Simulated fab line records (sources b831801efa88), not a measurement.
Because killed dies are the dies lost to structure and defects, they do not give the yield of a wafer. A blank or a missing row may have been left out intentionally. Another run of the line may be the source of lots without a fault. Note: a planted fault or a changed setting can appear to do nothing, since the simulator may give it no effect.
fab line records	flow gf180mcu
record: lots: 24	wafers: 72	lastDay: 34
route steps=602 shown M1@319 M2@367 V2@398 V5@543 TOP_METAL@569
lots untouched by any fault: they come from a run of this same line in which no faults occurred
startH: hours from the record's first day to the start of the lot's first wafer shown	waitH: hours since the lot's step before	" identical to the entry in the row above	L1.1+2: a row that stands for several wafers	- no value present, or no start provided	* or withheld: withheld	< > ~ a bound
route shown NAME@n: a module of which the file shows steps, and the number in the route of the first	usual: mean and standard deviation over wafers with no fault	same: alike in all rows	chamber/n: place in a boat	sites: readings site by site	_std_site: standard deviation of those values	_edge_site: mean of outer sites minus mean of inner sites	radiusMm: how far each site lies from the wafer's centre	mask NAME#n: copy n	behind: the last tool/chamber to shape the wafer	hold: reason for holding the lot/hours on hold/outcome of the hold	device: the n, p or np transistor that did not switch	end of line: tests run on the same wafers once the route is complete	step lacking rows: just its recipe	killed: at the first sort, the dies lost to defects and structure; wafer yield is something else	map: a wafer's dies, x killed, . not, _ none there
set.NAME: the setting the step ran with; set.NAME@STEP: the setting that earlier step ran with	model.NAME: the simulator's own value behind a step, which no gauge read
route steps across a sampled set of lots; one table per step, one row per wafer
services: when a tool's chamber went out of use (startH, in hours from the record's first day, below 0 if earlier), for how many hours, and the reason
== steps ==
step: GF_M1_SPUTTER_04
recipe: material: TiN	targetThkNm: 50	powerW: 6500	timeS: 41.7	chamberPressurePa: 0.4
usual: chamberPressurePa: 0.3999/0.00077	throttleValvePct: 29.8/1.4
lot.wafer	tool	chamber	startH	waitH	chamberPressurePa	throttleValvePct
L074.1	pvdSputter-04	-	367.32	0.0	0.4004	29.3
L074.4	"	-	"	"	0.3998	29.6
L074.6	"	-	"	"	0.4002	29.3
L075.2	pvdSputter-04	-	374.40	0.0	0.4008	29.3
L075.5	"	-	"	"	0.3994	30.4
L075.6	"	-	"	"	0.4001	29.3
L077.1	pvdSputter-04	-	385.19	0.0	0.4007	29.4
L077.2	"	-	"	"	0.4002	30.0
L077.6	"	-	"	"	0.3997	27.2
L076.2	pvdSputter-01	-	385.57	0.0	0.3998	32.1
L076.3	"	-	"	"	0.4000	29.3
L076.4	"	-	"	"	0.3993	27.7
L078.2	pvdSputter-02	-	401.97	0.0	0.3996	30.7
L078.3	"	-	"	"	0.3992	31.5
L078.6	"	-	"	"	0.3996	31.3
L079.2	pvdSputter-02	-	404.41	0.0	0.4015	31.4
L079.5	"	-	"	"	0.3991	30.8
L079.6	"	-	"	"	0.4013	31.3
L080.1	pvdSputter-01	-	412.98	0.0	0.4003	31.0
L080.4	"	-	"	"	0.3986	32.1
L080.6	"	-	"	"	0.3995	27.7
L081.1	pvdSputter-02	-	419.35	0.0	0.4007	30.5
L081.5	"	-	"	"	0.4000	28.0
L081.6	"	-	"	"	0.4001	31.2
L082.3	pvdSputter-02	-	429.40	0.0	0.4009	30.7
L082.4	"	-	"	"	0.3995	30.5
L082.5	"	-	"	"	0.3992	31.3
L083.1	pvdSputter-02	-	445.93	0.0	0.4011	28.4
L083.2	"	-	"	"	0.3984	30.8
L083.3	"	-	"	"	0.3996	30.4
L084.4	pvdSputter-04	-	447.90	0.0	0.3993	27.3
L084.5	"	-	"	"	0.4009	29.0
L084.6	"	-	"	"	0.4012	30.5
L085.1	pvdSputter-04	-	452.08	0.0	0.3986	29.4
L085.2	"	-	"	"	0.3995	30.3
L085.4	"	-	"	"	0.3991	27.3
L086.2	pvdSputter-01	-	466.58	0.0	0.4002	32.2
L086.3	"	-	"	"	0.4001	27.4
L086.4	"	-	"	"	0.3979	30.9
L087.1	pvdSputter-04	-	476.54	0.0	0.4007	29.2
L087.4	"	-	"	"	0.4006	30.0
L087.5	"	-	"	"	0.4002	29.7
L088.2	pvdSputter-02	-	482.20	0.0	0.4002	30.5
L088.3	"	-	"	"	0.4003	28.2
L088.4	"	-	"	"	0.3999	31.4
L089.1	pvdSputter-04	-	489.81	0.0	0.4010	29.6
L089.2	"	-	"	"	0.3987	30.1
L089.3	"	-	"	"	0.4020	29.5
L090.1	pvdSputter-01	-	495.36	0.0	0.3992	27.7
L090.4	"	-	"	"	0.3999	29.5
L090.5	"	-	"	"	0.3999	29.8
L091.1	pvdSputter-02	-	510.15	0.0	0.3987	30.8
L091.3	"	-	"	"	0.3998	30.5
L091.4	"	-	"	"	0.3992	31.3
L092.4	pvdSputter-01	-	521.08	0.0	0.3984	27.6
L092.5	"	-	"	"	0.3999	32.1
L092.6	"	-	"	"	0.3994	30.7
L093.2	pvdSputter-04	-	525.63	0.0	0.4003	29.6
L093.3	"	-	"	"	0.4002	27.1
L093.4	"	-	"	"	0.4001	30.1
L094.1	pvdSputter-02	-	543.03	0.0	0.4009	28.2
L094.2	"	-	"	"	0.3994	30.7
L094.3	"	-	"	"	0.3998	30.6
L096.1	pvdSputter-04	-	553.47	0.0	0.4011	30.4
L096.2	"	-	"	"	0.4004	29.4
L096.5	"	-	"	"	0.4000	29.7
L095.1	pvdSputter-01	-	556.82	0.0	0.4005	31.9
L095.3	"	-	"	"	0.3985	27.4
L095.5	"	-	"	"	0.4007	29.2
L097.1	pvdSputter-02	-	563.02	0.0	0.3990	31.0
L097.3	"	-	"	"	0.3990	31.2
L097.6	"	-	"	"	0.4002	30.9
step: GF_M2_RS_MEAS_05
recipe: thkMeasGauge: four-point-probe	reads: TiN_of_M2_SPUTTER_04+Ti_of_M2_SPUTTER_03+AlCu_of_M2_SPUTTER_02+TiN_of_M2_SPUTTER_01+Ti_of_M2_SPUTTER_00
usual: M2_ALCU_RS: 0.0698/0.00057
lot.wafer	tool	chamber	startH	waitH	M2_ALCU_RS[ohm/sq]
L074.1	filmMetro-03	-	416.76	0.0	0.0703
L074.4	"	-	"	"	0.0695
L074.6	"	-	"	"	0.0695
L075.2	filmMetro-03	-	424.59	0.0	0.0710
L075.5	"	-	"	"	0.0705
L075.6	"	-	"	"	0.0698
L077.1	filmMetro-03	-	435.11	0.0	0.0695
L077.2	"	-	"	"	0.0698
L077.6	"	-	"	"	0.0694
L076.2	filmMetro-03	-	435.91	0.0	0.0698
L076.3	"	-	"	"	0.0695
L076.4	"	-	"	"	0.0699
L078.2	filmMetro-04	-	453.83	0.0	0.0697
L078.3	"	-	"	"	0.0695
L078.6	"	-	"	"	0.0703
L079.2	filmMetro-04	-	455.63	0.0	0.0702
L079.5	"	-	"	"	0.0701
L079.6	"	-	"	"	0.0701
L080.1	filmMetro-04	-	464.18	0.0	0.0697
L080.4	"	-	"	"	0.0698
L080.6	"	-	"	"	0.0701
L081.1	filmMetro-03	-	470.19	0.0	0.0704
L081.5	"	-	"	"	0.0709
L081.6	"	-	"	"	0.0705
L082.3	filmMetro-02	-	481.04	0.1	0.0707
L082.4	"	-	"	"	0.0703
L082.5	"	-	"	"	0.0711
L083.1	filmMetro-03	-	496.73	0.0	0.0706
L083.2	"	-	"	"	0.0707
L083.3	"	-	"	"	0.0702
L084.4	filmMetro-04	-	499.23	0.1	0.0700
L084.5	"	-	"	"	0.0694
L084.6	"	-	"	"	0.0696
L085.1	filmMetro-03	-	501.81	0.0	0.0695
L085.2	"	-	"	"	0.0693
L085.4	"	-	"	"	0.0701
L086.2	filmMetro-02	-	516.47	0.0	0.0695
L086.3	"	-	"	"	0.0697
L086.4	"	-	"	"	0.0689
L087.1	filmMetro-04	-	525.90	0.0	0.0692
L087.4	"	-	"	"	0.0693
L087.5	"	-	"	"	0.0690
L088.2	filmMetro-02	-	530.75	0.0	0.0710
L088.3	"	-	"	"	0.0709
L088.4	"	-	"	"	0.0705
L089.1	filmMetro-02	-	538.28	0.0	0.0700
L089.2	"	-	"	"	0.0697
L089.3	"	-	"	"	0.0693
L090.1	filmMetro-03	-	543.93	0.0	0.0700
L090.4	"	-	"	"	0.0696
L090.5	"	-	"	"	0.0700
L091.1	filmMetro-04	-	558.70	0.0	0.0698
L091.3	"	-	"	"	0.0692
L091.4	"	-	"	"	0.0697
L092.4	filmMetro-04	-	568.42	0.1	0.0699
L092.5	"	-	"	"	0.0698
L092.6	"	-	"	"	0.0693
L093.2	filmMetro-04	-	573.49	0.0	0.0691
L093.3	"	-	"	"	0.0690
L093.4	"	-	"	"	0.0691
L094.1	filmMetro-04	-	590.71	0.0	0.0693
L094.2	"	-	"	"	0.0688
L094.3	"	-	"	"	0.0698
L096.1	filmMetro-04	-	601.16	0.0	0.0694
L096.2	"	-	"	"	0.0692
L096.5	"	-	"	"	0.0695
L095.1	filmMetro-04	-	604.19	0.0	0.0695
L095.3	"	-	"	"	0.0692
L095.5	"	-	"	"	0.0692
L097.1	filmMetro-03	-	608.69	0.0	0.0696
L097.3	"	-	"	"	0.0700
L097.6	"	-	"	"	0.0697
step: GF_V2_ETCH_16
recipe: chemistry: N2/H2	targetDepthA: withheld	overetchA: withheld	timeS: withheld	target: BARC	ionEnergyEv: 200	sourceW: 500	biasW: 100	pressureMtorr: 30	n2FlowSccm: 100	h2FlowSccm: 200
usual: drypumpMotorCurrentA: 5.8/0.45	n2FlowSccm: 100.02/0.3	oesProductAu: 0.854/0.0048	throttleValvePct: 13.224/0.0097
lot.wafer	tool	chamber	startH	waitH	drypumpMotorCurrentA	n2FlowSccm	oesProductAu	throttleValvePct
L074.1	rieDiel-03	1	466.68	0.0	5.7	99.94	0.859	13.222
L074.4	"	0	"	"	6.1	100.11	0.846	13.236
L074.6	"	3	"	"	6.4	100.29	0.855	13.216
L075.2	rieDiel-03	0	473.53	0.0	6.1	100.91	0.849	13.217
L075.5	"	2	"	"	5.9	99.61	0.864	13.231
L075.6	"	1	"	"	5.7	100.22	0.860	13.216
L077.1	rieDiel-01	2	484.85	0.0	5.9	100.55	0.858	13.214
L077.2	"	3	"	"	6.2	100.25	0.853	13.227
L077.6	"	0	"	"	4.7	100.01	0.855	13.228
L076.2	rieDiel-03	2	485.50	0.0	5.9	99.63	0.855	13.216
L076.3	"	0	"	"	6.1	100.18	0.849	13.220
L076.4	"	3	"	"	6.3	99.77	0.851	13.225
L078.2	rieDiel-04	0	502.68	0.0	6.0	99.73	0.852	13.218
L078.3	"	3	"	"	5.5	100.15	0.858	13.216
L078.6	"	2	"	"	5.2	100.05	0.857	13.220
L079.2	rieDiel-03	1	504.38	0.0	5.7	99.68	0.848	13.239
L079.5	"	2	"	"	5.9	100.03	0.857	13.211
L079.6	"	3	"	"	6.3	100.47	0.845	13.218
L080.1	rieDiel-04	3	511.93	0.0	5.5	99.82	0.858	13.220
L080.4	"	0	"	"	5.9	99.75	0.852	13.218
L080.6	"	2	"	"	5.2	100.09	0.845	13.221
L081.1	rieDiel-03	3	517.33	0.0	6.3	99.65	0.855	13.209
L081.5	"	1	"	"	5.7	100.63	0.854	13.230
L081.6	"	2	"	"	5.9	100.25	0.869	13.215
L082.3	rieDiel-01	3	529.35	0.0	6.2	100.42	0.853	13.216
L082.4	"	2	"	"	5.9	100.30	0.861	13.236
L082.5	"	3	"	"	6.2	99.98	0.844	13.226
L083.1	rieDiel-04	2	544.08	0.0	5.2	99.67	0.851	13.220
L083.2	"	0	"	"	5.9	100.39	0.854	13.238
L083.3	"	1	"	"	4.9	100.26	0.852	13.220
L084.4	rieDiel-03	2	546.33	0.0	5.9	100.30	0.858	13.234
L084.5	"	1	"	"	5.7	100.60	0.856	13.226
L084.6	"	2	"	"	5.8	100.12	0.855	13.234
L085.1	rieDiel-03	3	549.68	0.0	6.3	99.63	0.855	13.241
L085.2	"	2	"	"	5.9	100.09	0.855	13.241
L085.4	"	0	"	"	6.1	100.14	0.855	13.210
L086.2	rieDiel-01	2	562.88	0.0	5.9	99.93	0.861	13.225
L086.3	"	0	"	"	4.7	99.60	0.855	13.224
L086.4	"	3	"	"	6.2	99.84	0.855	13.235
L087.1	rieDiel-01	3	572.83	0.0	6.2	100.23	0.861	13.226
L087.4	"	1	"	"	5.4	100.22	0.853	13.230
L087.5	"	1	"	"	5.4	100.36	0.864	13.238
L088.2	rieDiel-01	3	576.33	0.0	6.2	99.87	0.853	13.219
L088.3	"	0	"	"	4.7	99.64	0.851	13.224
L088.4	"	1	"	"	5.4	100.02	0.857	13.219
L089.1	rieDiel-03	2	584.23	0.0	5.9	99.80	0.857	13.217
L089.2	"	3	"	"	6.4	100.21	0.845	13.227
L089.3	"	0	"	"	6.1	99.62	0.859	13.210
L090.1	rieDiel-03	3	589.93	0.0	6.4	100.25	0.858	13.235
L090.4	"	0	"	"	6.1	100.20	0.853	13.239
L090.5	"	2	"	"	5.9	99.86	0.854	13.215
L091.1	rieDiel-04	2	604.43	0.0	5.2	100.24	0.855	13.220
L091.3	"	1	"	"	4.9	99.80	0.854	13.204
L091.4	"	0	"	"	6.0	99.97	0.851	13.219
L092.4	rieDiel-04	2	613.38	0.0	5.2	100.36	0.859	13.217
L092.5	"	3	"	"	5.5	100.24	0.859	13.221
L092.6	"	0	"	"	5.9	99.95	0.858	13.244
L093.2	rieDiel-03	2	618.15	0.0	5.9	99.47	0.855	13.221
L093.3	"	1	"	"	5.7	100.14	0.859	13.218
L093.4	"	0	"	"	6.1	99.93	0.858	13.224
L094.1	rieDiel-04	3	633.92	0.0	5.5	99.81	0.849	13.208
L094.2	"	2	"	"	5.2	100.30	0.857	13.218
L094.3	"	0	"	"	5.9	100.40	0.853	13.236
L096.1	rieDiel-03	2	644.93	0.0	5.9	99.41	0.852	13.218
L096.2	"	3	"	"	6.4	99.73	0.857	13.216
L096.5	"	0	"	"	6.1	99.72	0.865	13.229
L095.1	rieDiel-03	2	646.82	0.0	5.9	99.75	0.852	13.217
L095.3	"	1	"	"	5.7	100.15	0.855	13.233
L095.5	"	0	"	"	6.1	99.89	0.841	13.217
L097.1	rieDiel-03	1	651.70	0.0	5.7	100.05	0.850	13.231
L097.3	"	2	"	"	5.9	99.92	0.852	13.203
L097.6	"	1	"	"	5.7	99.75	0.857	13.213
step: GF_V5_THK_MEAS_03
recipe: reads: SiO2_of_V5_CVD_02
usual: V5_CVD_02_THK: 1448/16
lot.wafer	tool	chamber	startH	waitH	V5_CVD_02_THK[nm]
L074.1	filmMetro-04	-	609.59	0.1	1418
L074.4	"	-	"	"	1441
L074.6	"	-	"	"	1454
L075.2	filmMetro-02	-	617.62	0.1	1430
L075.5	"	-	"	"	1463
L075.6	"	-	"	"	1453
L077.1	filmMetro-01	-	627.30	0.1	1424
L077.2	"	-	"	"	1412
L077.6	"	-	"	"	1444
L076.2	filmMetro-01	-	628.03	0.1	1461
L076.3	"	-	"	"	1448
L076.4	"	-	"	"	1469
L078.2	filmMetro-04	-	644.06	0.1	1439
L078.3	"	-	"	"	1444
L078.6	"	-	"	"	1466
L079.2	filmMetro-02	-	644.72	0.1	1434
L079.5	"	-	"	"	1444
L079.6	"	-	"	"	1478
L080.1	filmMetro-02	-	651.95	0.1	1451
L080.4	"	-	"	"	1458
L080.6	"	-	"	"	1462
L081.1	filmMetro-02	-	655.56	0.1	1433
L081.5	"	-	"	"	1450
L081.6	"	-	"	"	1440
L082.3	filmMetro-01	-	667.40	0.1	1445
L082.4	"	-	"	"	1445
L082.5	"	-	"	"	1467
L083.1	filmMetro-01	-	678.07	0.1	1438
L083.2	"	-	"	"	1420
L083.3	"	-	"	"	1419
L084.4	filmMetro-04	-	682.77	0.0	1461
L084.5	"	-	"	"	1444
L084.6	"	-	"	"	1452
L085.1	filmMetro-04	-	685.20	0.1	1428
L085.2	"	-	"	"	1456
L085.4	"	-	"	"	1476
L086.2	filmMetro-01	-	696.91	0.1	1429
L086.3	"	-	"	"	1431
L086.4	"	-	"	"	1470
L087.1	filmMetro-01	-	703.02	0.1	1432
L087.4	"	-	"	"	1456
L087.5	"	-	"	"	1467
L088.2	filmMetro-04	-	707.31	0.1	1431
L088.3	"	-	"	"	1408
L088.4	"	-	"	"	1443
L089.1	filmMetro-01	-	713.28	0.1	1449
L089.2	"	-	"	"	1446
L089.3	"	-	"	"	1449
L090.1	filmMetro-01	-	717.10	0.1	1427
L090.4	"	-	"	"	1432
L090.5	"	-	"	"	1464
L091.1	filmMetro-01	-	729.66	0.1	1431
L091.3	"	-	"	"	1439
L091.4	"	-	"	"	1475
L092.4	filmMetro-04	-	735.78	0.0	1456
L092.5	"	-	"	"	1462
L092.6	"	-	"	"	1457
L093.2	filmMetro-02	-	742.17	0.1	1443
L093.3	"	-	"	"	1461
L093.4	"	-	"	"	1471
L094.1	filmMetro-02	-	754.35	0.1	1438
L094.2	"	-	"	"	1446
L094.3	"	-	"	"	1437
L096.1	filmMetro-04	-	762.41	0.1	1454
L096.2	"	-	"	"	1444
L096.5	"	-	"	"	1467
L095.1	filmMetro-04	-	763.80	0.1	1415
L095.3	"	-	"	"	1441
L095.5	"	-	"	"	1459
L097.1	filmMetro-02	-	770.20	0.1	1459
L097.3	"	-	"	"	1436
L097.6	"	-	"	"	1470
step: GF_V5_CMP_26
recipe: stopOn: SiO2	downForcePsi: 3.5	platenRpm: 60	tOverpolishS: 15	targetThkNm: 0	padVelocityMS: 0.94248
usual: motorCurrentA: 9.8/1	overpolishRunS: 15.000/0.0097	timeToEndpointS: 84.6/2.8
lot.wafer	tool	chamber	startH	waitH	motorCurrentA	overpolishRunS	timeToEndpointS
L074.1	cmp-01	2	632.44	0.1	8.5	15.000	89.5
L074.4	"	3	"	"	8.0	14.993	90.0
L074.6	"	2	"	"	8.7	14.989	85.6
L075.2	cmp-01	2	640.82	0.1	8.5	14.974	83.2
L075.5	"	0	"	"	10.2	14.990	83.2
L075.6	"	1	"	"	10.0	15.001	85.9
L077.1	cmp-02	2	649.96	0.1	10.9	14.998	90.3
L077.2	"	1	"	"	9.8	14.991	88.0
L077.6	"	2	"	"	10.8	14.995	88.7
L076.3	cmp-02	2	650.84	0.0	11.1	15.003	85.9
L076.4	"	0	"	"	10.1	15.000	85.3
L076.2	"	1	"	"	9.9	15.010	85.9
L078.3	cmp-01	1	666.01	0.1	10.8	15.003	82.9
L078.2	"	2	"	"	9.1	15.001	83.7
L078.6	"	0	"	"	10.2	14.998	85.1
L079.2	cmp-02	3	666.36	0.1	10.3	15.006	86.8
L079.5	"	2	"	"	10.7	15.014	83.5
L079.6	"	3	"	"	10.5	15.006	88.2
L080.1	cmp-02	2	673.12	0.1	10.6	14.998	84.5
L080.4	"	3	"	"	10.1	14.992	86.4
L080.6	"	0	"	"	9.5	15.010	86.1
L081.1	cmp-01	1	676.25	0.1	11.2	14.995	85.8
L081.5	"	0	"	"	10.4	15.024	82.1
L081.6	"	1	"	"	11.2	14.987	86.3
L082.4	cmp-01	0	688.10	0.1	10.7	15.014	85.4
L082.3	"	1	"	"	10.9	15.004	83.9
L082.5	"	0	"	"	10.8	15.018	84.6
L083.1	cmp-01	2	698.95	0.1	8.9	14.998	84.2
L083.3	"	3	"	"	8.3	15.004	83.2
L083.2	"	0	"	"	10.2	15.003	84.2
L084.4	cmp-01	0	702.83	0.1	10.5	14.999	83.2
L084.5	"	2	"	"	8.6	14.995	78.4
L084.6	"	3	"	"	8.2	14.992	82.9
L085.1	cmp-01	2	705.42	0.1	8.9	15.013	85.1
L085.4	"	3	"	"	8.4	14.993	82.6
L085.2	"	0	"	"	10.8	15.000	79.7
L086.3	cmp-02	0	716.61	0.0	10.0	15.016	85.8
L086.4	"	2	"	"	10.7	14.991	82.7
L086.2	"	3	"	"	11.0	15.002	82.0
L087.4	cmp-01	1	723.28	0.0	11.0	15.013	88.7
L087.1	"	2	"	"	8.6	14.995	88.0
L087.5	"	1	"	"	11.0	15.006	86.3
L088.2	cmp-01	3	726.26	0.0	8.1	14.987	86.1
L088.3	"	0	"	"	10.1	15.003	86.4
L088.4	"	2	"	"	8.6	14.988	89.0
L089.1	cmp-01	2	732.45	0.1	9.0	14.984	89.3
L089.2	"	3	"	"	8.0	14.994	83.2
L089.3	"	1	"	"	10.8	14.997	85.8
L090.1	cmp-01	1	735.65	0.1	10.4	15.011	87.1
L090.4	"	0	"	"	10.2	14.986	84.4
L090.5	"	2	"	"	8.3	14.972	85.8
L091.1	cmp-02	1	748.14	0.3	10.6	15.013	81.4
L091.3	"	2	"	"	11.1	15.001	79.6
L091.4	"	3	"	"	10.7	15.004	81.6
L092.4	cmp-01	0	754.13	0.1	10.6	15.013	84.9
L092.6	"	3	"	"	8.2	14.993	82.7
L092.5	"	0	"	"	10.2	15.003	82.4
L093.2	cmp-01	3	760.26	0.0	8.0	14.986	81.7
L093.4	"	1	"	"	10.5	14.995	81.0
L093.3	"	2	"	"	8.9	14.999	81.3
L094.3	cmp-02	1	771.81	0.0	9.8	14.982	79.7
L094.1	"	3	"	"	10.0	15.007	87.6
L094.2	"	0	"	"	9.9	14.998	86.0
L096.1	cmp-01	2	779.49	0.1	9.0	14.985	84.3
L096.2	"	0	"	"	10.8	15.012	81.3
L096.5	"	3	"	"	8.3	14.984	82.3
L095.1	cmp-02	0	780.60	0.2	10.2	15.002	87.5
L095.3	"	1	"	"	9.6	14.984	84.3
L095.5	"	1	"	"	10.3	14.985	81.9
L097.3	cmp-02	2	787.79	0.0	11.0	15.011	84.3
L097.1	"	1	"	"	10.2	15.003	81.8
L097.6	"	3	"	"	10.6	15.010	85.6
step: GF_TOP_METAL_SPUTTER_02
recipe: material: AlCu	targetThkNm: 900	powerW: 10600	chamberPressurePa: 0.3	substrateTempC: 250	gas: Ar	timeS: 47.82
usual: chamberPressurePa: 0.3000/0.00062	throttleValvePct: 29.7/1.5
lot.wafer	tool	chamber	startH	waitH	chamberPressurePa	throttleValvePct
L074.1	pvdSputter-01	-	632.82	0.0	0.3005	30.8
L074.4	"	-	"	"	0.3007	32.2
L074.6	"	-	"	"	0.3005	27.5
L075.2	pvdSputter-03	-	641.15	0.0	0.2988	29.6
L075.5	"	-	"	"	0.3001	31.7
L075.6	"	-	"	"	0.2992	30.5
L077.1	pvdSputter-03	-	650.39	0.0	0.3006	31.4
L077.2	"	-	"	"	0.2995	29.2
L077.6	"	-	"	"	0.3005	31.5
L076.2	pvdSputter-01	-	651.27	0.0	0.2998	29.5
L076.3	"	-	"	"	0.2997	30.8
L076.4	"	-	"	"	0.2992	31.7
L078.2	pvdSputter-03	-	666.39	0.0	0.3003	30.5
L078.3	"	-	"	"	0.3006	29.3
L078.6	"	-	"	"	0.2999	31.7
L079.2	pvdSputter-01	-	666.74	0.0	0.3006	30.7
L079.5	"	-	"	"	0.2994	29.9
L079.6	"	-	"	"	0.3003	30.8
L080.1	pvdSputter-04	-	673.45	0.0	0.3001	29.5
L080.4	"	-	"	"	0.3004	30.3
L080.6	"	-	"	"	0.2997	27.4
L081.1	pvdSputter-04	-	676.63	0.0	0.2997	27.2
L081.5	"	-	"	"	0.2994	29.3
L081.6	"	-	"	"	0.2998	30.0
L082.3	pvdSputter-01	-	688.48	0.0	0.2998	27.7
L082.4	"	-	"	"	0.3000	32.1
L082.5	"	-	"	"	0.2994	32.1
L083.1	pvdSputter-04	-	699.33	0.0	0.3002	29.9
L083.2	"	-	"	"	0.2999	29.5
L083.3	"	-	"	"	0.2990	29.2
L084.4	pvdSputter-01	-	703.16	0.0	0.3001	27.4
L084.5	"	-	"	"	0.3003	31.0
L084.6	"	-	"	"	0.3005	32.3
L085.1	pvdSputter-04	-	705.80	0.0	0.2998	27.1
L085.2	"	-	"	"	0.3000	29.2
L085.4	"	-	"	"	0.2998	29.6
L086.2	pvdSputter-01	-	717.04	0.0	0.3005	32.0
L086.3	"	-	"	"	0.3004	29.5
L086.4	"	-	"	"	0.2995	30.8
L087.1	pvdSputter-03	-	723.71	0.0	0.3003	31.7
L087.4	"	-	"	"	0.2991	29.8
L087.5	"	-	"	"	0.2999	30.5
L088.2	pvdSputter-01	-	726.69	0.0	0.3004	32.0
L088.3	"	-	"	"	0.2996	30.8
L088.4	"	-	"	"	0.3002	27.7
L089.1	pvdSputter-04	-	732.88	0.0	0.2990	27.2
L089.2	"	-	"	"	0.2993	29.5
L089.3	"	-	"	"	0.2999	29.4
L090.1	pvdSputter-04	-	736.08	0.0	0.3009	29.5
L090.4	"	-	"	"	0.3002	27.1
L090.5	"	-	"	"	0.2995	29.3
L091.1	pvdSputter-04	-	748.52	0.0	0.3001	29.4
L091.3	"	-	"	"	0.2997	27.2
L091.4	"	-	"	"	0.2994	30.3
L092.4	pvdSputter-03	-	754.51	0.0	0.2999	29.8
L092.5	"	-	"	"	0.3000	29.8
L092.6	"	-	"	"	0.2997	29.6
L093.2	pvdSputter-04	-	760.69	0.0	0.2997	29.1
L093.3	"	-	"	"	0.3008	29.4
L093.4	"	-	"	"	0.2994	27.1
L094.1	pvdSputter-01	-	772.24	0.0	0.2992	29.6
L094.2	"	-	"	"	0.3006	31.1
L094.3	"	-	"	"	0.2991	32.0
L096.1	pvdSputter-04	-	779.92	0.0	0.3009	27.3
L096.2	"	-	"	"	0.2998	29.6
L096.5	"	-	"	"	0.3003	27.3
L095.1	pvdSputter-01	-	781.03	0.0	0.2998	30.9
L095.3	"	-	"	"	0.2998	27.6
L095.5	"	-	"	"	0.2994	27.7
L097.1	pvdSputter-03	-	788.22	0.0	0.3008	29.5
L097.3	"	-	"	"	0.3012	30.3
L097.6	"	-	"	"	0.3011	30.7
== services ==
tool	chamber	startH	hours	kind
pvdSputter-04	-	352.43	3.0	repair
cmp-01	-	356.38	0.9	repair
pvdSputter-01	-	361.17	8.3	repair
cmp-01	-	372.01	2.9	repair
cmp-01	-	372.75	2.8	repair
cmp-01	-	372.90	1.7	repair
pvdSputter-04	-	374.87	2.8	repair
pvdSputter-04	-	397.49	8.1	repair
cmp-01	-	404.23	4.0	pm
pvdSputter-04	-	406.55	1.8	repair
pvdSputter-04	-	412.71	15.3	repair
cmp-01	-	451.71	0.2	repair
pvdSputter-04	-	466.13	6.3	repair
cmp-01	-	541.98	2.2	repair
cmp-01	-	547.17	4.7	pm
cmp-01	-	551.87	5.5	pm
pvdSputter-04	-	576.97	2.0	repair
cmp-01	-	596.46	0.3	repair
pvdSputter-04	-	607.49	4.6	repair
pvdSputter-04	-	660.01	0.6	repair
pvdSputter-01	-	704.60	5.4	repair
cmp-01	-	711.21	2.0	repair
pvdSputter-04	-	752.08	3.1	repair
pvdSputter-04	-	756.77	1.8	repair
== key ==
fault none
